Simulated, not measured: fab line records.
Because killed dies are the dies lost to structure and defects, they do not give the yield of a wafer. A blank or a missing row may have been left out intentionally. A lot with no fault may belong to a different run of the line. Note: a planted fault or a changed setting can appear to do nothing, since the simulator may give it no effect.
Tool commonality check    flow gf180mcu    Sampled: 15 lots, 45 wafers

## WHY THIS WAS OPENED
3 of 15 lots carry a flag on the reading V3_CVD_00_THK at GF_V3_THK_MEAS_01. Fault-free wafers read 601 nm, with a standard deviation of 6.5.
Rule: a lot is flagged in two cases, either no wafer of it has a number, or all its wafers with numbers fall more than 4 standard deviations from that mean. The other lots count as sound.

lot   measured      on             V3_CVD_00_THK (nm), wafer by wafer  flag
L929  day 21 09:23  film metro-01  597 601 596                         
L930  day 21 18:29  film metro-01  608 609 614                         
L931  day 21 22:22  film metro-04  589 598 596                         
L933  day 22 21:49  film metro-01  596 598 599                         
L934  day 23 05:38  film metro-03  599 602 598                         
L935  day 23 09:22  film metro-03  606 604 594                         
L937  day 24 07:04  film metro-03  605 589 599                         
L940  day 25 05:55  film metro-03  605 608 615                         
L941  day 25 14:40  film metro-04  594 598 590                         
L942  day 25 19:10  film metro-03  602 601 604                         
L943  day 26 05:22  film metro-03  604 605 604                         
L944  day 26 10:03  film metro-01  601 610 609                         
L948  day 27 19:43  film metro-01  516 519 523                         FLAGGED
L949  day 28 06:56  film metro-01  502 512 510                         FLAGGED
L951  day 28 17:23  film metro-01  510 514 512                         FLAGGED
The mean of the flagged lots' numbers is 513 nm, -88 nm from the usual (-14 standard deviations).

## WHICH TOOL EACH LOT WENT THROUGH
The record holds 1 process step before the reading, out of a route of 602 steps. Cell contents, in order: the tool; ch with the chambers the sampled wafers went through; the start.
lot   flag     GF_V3_CVD_00
L929           hdpcvd-01 ch 0,1, day 21 09:17
L930           hdpcvd-01 ch 1,2, day 21 18:23
L931           hdpcvd-02 ch 0,2, day 21 22:17
L933           hdpcvd-02 ch 0,1, day 22 21:44
L934           hdpcvd-02 ch 0,1, day 23 05:34
L935           hdpcvd-02 ch 0,1, day 23 09:16
L937           hdpcvd-02 ch 0,2, day 24 07:00
L940           hdpcvd-01 ch 0,1, day 25 05:50
L941           hdpcvd-01 ch 1,2, day 25 14:35
L942           hdpcvd-02 ch 0,1, day 25 19:05
L943           hdpcvd-02 ch 0,1, day 26 05:18
L944           hdpcvd-02 ch 0,1, day 26 09:58
L948  FLAGGED  hdpcvd-01 ch 0,1, day 27 19:37
L949  FLAGGED  hdpcvd-01 ch 1,2, day 28 06:50
L951  FLAGGED  hdpcvd-01 ch 1,2, day 28 17:18
What these steps do:
- GF_V3_CVD_00: deposits SiO2, target thk 600 nm, time 100 s.
- GF_V3_THK_MEAS_01

## FLAGGED OVER TOTAL, TOOL BY TOOL (the gauges that took the reading come last)
step               tool           lots run  flagged  share of the flagged lots  sound lots run after its first flagged lot
GF_V3_CVD_00       hdpcvd-01      7         3        all                        0
GF_V3_CVD_00       hdpcvd-02      8         0        none                       -
GF_V3_THK_MEAS_01  film metro-01  7         3        all                        0
GF_V3_THK_MEAS_01  film metro-03  6         0        none                       -
GF_V3_THK_MEAS_01  film metro-04  2         0        none                       -

## THE TABLE: WHAT IT ALLOWS
Every flagged lot went through 2 rows of the table: hdpcvd-01 at GF_V3_CVD_00 and film metro-01 at GF_V3_THK_MEAS_01.
- hdpcvd-01 at GF_V3_CVD_00: 3 of its 7 lots flagged. Last sound lot L941 at day 25 14:35, first flagged lot L948 at day 27 19:37; a fault beginning in between fits. Its own readings lie more than 4 standard deviations out on every wafer of the flagged lots: sih4 flow sccm.
- film metro-01 at GF_V3_THK_MEAS_01: 3 of its 7 lots flagged. Last sound lot L944 at day 26 10:03, first flagged lot L948 at day 27 19:43; a fault beginning in between fits.
A lot count leaves these 2 tools indistinguishable: every one of them fits a fault beginning at some hour. More lots, or a look at what each step does to the wafer, might.

## WHAT THE SIMULATOR HAD PUT IN
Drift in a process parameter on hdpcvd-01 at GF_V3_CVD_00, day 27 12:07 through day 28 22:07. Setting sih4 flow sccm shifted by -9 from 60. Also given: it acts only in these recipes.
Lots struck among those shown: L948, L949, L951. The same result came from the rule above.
